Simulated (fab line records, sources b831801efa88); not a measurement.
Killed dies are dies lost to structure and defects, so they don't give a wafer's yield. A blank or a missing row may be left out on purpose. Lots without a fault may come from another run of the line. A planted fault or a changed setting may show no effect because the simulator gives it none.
Tool commonality check | flow gf180mcu | 13 lots, 39 wafers sampled

WHY IT WAS OPENED
At GF_VT_IMPLANT_TW_MEAS_10 the reading VT_IMPLANT_TW is flagged on 3 of 13 lots. Wafers without a fault read 560, standard deviation 7.2.
Rule: a lot is flagged when every wafer of it that has a number lies more than 4 standard deviations from that mean, or none has a number. The other lots count as sound.

lot  | measured     | on            | VT_IMPLANT_TW, wafer by wafer | flag
L279 | day 5 18:32  | film_metro-03 | 569 567 569                   |
L281 | day 6 06:32  | film_metro-04 | 555 554 551                   |
L282 | day 6 11:08  | film_metro-04 | 551 555 557                   |
L283 | day 6 16:20  | film_metro-04 | 552 553 557                   |
L285 | day 7 04:56  | film_metro-02 | 564 565 566                   |
L289 | day 8 10:01  | film_metro-04 | 553 555 554                   |
L292 | day 9 02:10  | film_metro-03 | 574 570 569                   |
L294 | day 9 14:47  | film_metro-04 | 440 437 441                   | FLAGGED
L295 | day 9 20:37  | film_metro-03 | 453 454 453                   | FLAGGED
L296 | day 10 00:22 | film_metro-04 | 550 554 554                   |
L298 | day 10 11:46 | film_metro-03 | 450 453 451                   | FLAGGED
L301 | day 11 05:53 | film_metro-04 | 553 553 548                   |
L302 | day 11 12:38 | film_metro-03 | 570 570 571                   |
The numbers of the flagged lots are 448 on average: -112 against the usual, or -16 standard deviations.

WHICH TOOL RAN EACH LOT
The record holds 1 process step before the reading, out of a route of 602 steps. In each cell: the tool, then ch and the chambers that the sampled wafers went through, then the start.
lot  | flag    | GF_VT_IMPLANT_IMPLANT_08
L279 |         | implanter-02 ch 0, day 5 18:19
L281 |         | implanter-03 ch 0, day 6 06:17
L282 |         | implanter-02 ch 0, day 6 10:55
L283 |         | implanter-04 ch 0, day 6 16:07
L285 |         | implanter-02 ch 0, day 7 04:41
L289 |         | implanter-03 ch 0, day 8 09:48
L292 |         | implanter-04 ch 0, day 9 01:53
L294 | FLAGGED | implanter-03 ch 0, day 9 14:34
L295 | FLAGGED | implanter-03 ch 0, day 9 20:24
L296 |         | implanter-04 ch 0, day 10 00:09
L298 | FLAGGED | implanter-03 ch 0, day 10 11:31
L301 |         | implanter-02 ch 0, day 11 05:40
L302 |         | implanter-04 ch 0, day 11 12:26
What these steps do:
- GF_VT_IMPLANT_IMPLANT_08
- GF_VT_IMPLANT_TW_MEAS_10

FLAGGED OVER TOTAL, TOOL BY TOOL (the gauges that took the reading come last)
step                     | tool          | lots run | flagged | share of the flagged lots | sound lots run after its first flagged lot
GF_VT_IMPLANT_IMPLANT_08 | implanter-02  | 4        | 0       | none                      | -
GF_VT_IMPLANT_IMPLANT_08 | implanter-03  | 5        | 3       | all                       | 0
GF_VT_IMPLANT_IMPLANT_08 | implanter-04  | 4        | 0       | none                      | -
GF_VT_IMPLANT_TW_MEAS_10 | film_metro-02 | 1        | 0       | none                      | -
GF_VT_IMPLANT_TW_MEAS_10 | film_metro-03 | 5        | 2       | some                      | 1 (L302)
GF_VT_IMPLANT_TW_MEAS_10 | film_metro-04 | 7        | 1       | some                      | 2 (L296,L301)

WHAT THE TABLE ALLOWS
1 row of the table ran every flagged lot: implanter-03 at GF_VT_IMPLANT_IMPLANT_08.
- implanter-03 at GF_VT_IMPLANT_IMPLANT_08: 3 of its 5 lots flagged. Its last sound lot is L289 (day 8 09:48), its first flagged lot L294 (day 9 14:34): a fault that began between those two fits. Its own readings lie more than 4 standard deviations out on every wafer of the flagged lots: dose_ions_cm2, faraday_current_uA.
One tool is left: implanter-03 at GF_VT_IMPLANT_IMPLANT_08.

WHAT THE SIMULATOR HAD PUT IN
Process parameter drift: implanter-03, from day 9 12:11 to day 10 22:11, at GF_VT_IMPLANT_IMPLANT_08. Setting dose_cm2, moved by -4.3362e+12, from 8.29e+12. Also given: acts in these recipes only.
Lots struck among those shown: L294, L295, L298. The rule above found the same.
